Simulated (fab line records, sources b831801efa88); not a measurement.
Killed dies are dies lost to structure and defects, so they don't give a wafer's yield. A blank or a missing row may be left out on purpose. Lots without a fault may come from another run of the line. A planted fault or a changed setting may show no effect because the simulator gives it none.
Chamber matching | flow sky130 | SKY_VIA2_CMP_02 on cmp-01: 4 sister chambers
The step polishes SiO2. 8 wafers are shown with their chamber, then 12 later ones without.

WAFERS WITH THEIR CHAMBER
wafer  | chamber | motor_current_A (A) | edge_zone_pressure_frac
L085.2 | 3       | 13.5                | 0.993
L086.2 | 3       | 12.6                | 1.012
L086.3 | 2       | 9.2                 | 0.993
L088.5 | 0       | 11.9                | 0.999
L088.6 | 1       | 11.2                | 0.997
L089.1 | 0       | 12.0                | 1.003
L089.2 | 2       | 9.0                 | 0.996
L089.4 | 1       | 11.3                | 0.995

WAFERS WITHOUT THEIR CHAMBER
wafer  | motor_current_A (A) | edge_zone_pressure_frac
L091.2 | 12.6                | 0.998
L091.5 | 11.9                | 0.997
L091.6 | 9.1                 | 0.994
L092.2 | 9.0                 | 0.987
L092.3 | 12.5                | 1.000
L092.4 | 11.1                | 1.003
L094.1 | 11.7                | 0.997
L094.4 | 9.0                 | 0.986
L094.5 | 12.3                | 0.998
L095.2 | 12.5                | 0.999
L095.3 | 8.9                 | 1.001
L095.6 | 12.2                | 0.999

WHICH CHAMBER EACH WENT THROUGH
wafer  | from the rows above     | in truth
L091.2 | can't be placed: 3 or 0 | 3
L091.5 | can't be placed: 0 or 1 | 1
L091.6 | 2                       | 2
L092.2 | 2                       | 2
L092.3 | can't be placed: 0 or 3 | 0
L092.4 | can't be placed: 1 or 0 | 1
L094.1 | can't be placed: 0 or 1 | 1
L094.4 | 2                       | 2
L094.5 | can't be placed: 0 or 3 | 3
L095.2 | can't be placed: 0 or 3 | 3
L095.3 | 2                       | 2
L095.6 | can't be placed: 0 or 3 | 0
Placed correctly: 4 of 12. Can't be placed from these rows: 8 (the true chamber is among the candidates in 8). Placed wrongly: 0.
How it was worked out, from the rows above alone: a wafer's distance from a chamber is the root of the sum, over the readings, of the square of ((its reading less the chamber's mean) divided by the reading's scatter). The wafer belongs to the nearest chamber; if the next one is less than 2 further off, it can't be placed. A chamber's mean is the mean of its shown wafers. The scatter: the root of (the sum of the squares of (reading less its chamber's mean) over the shown wafers, divided by (wafers less chambers)).
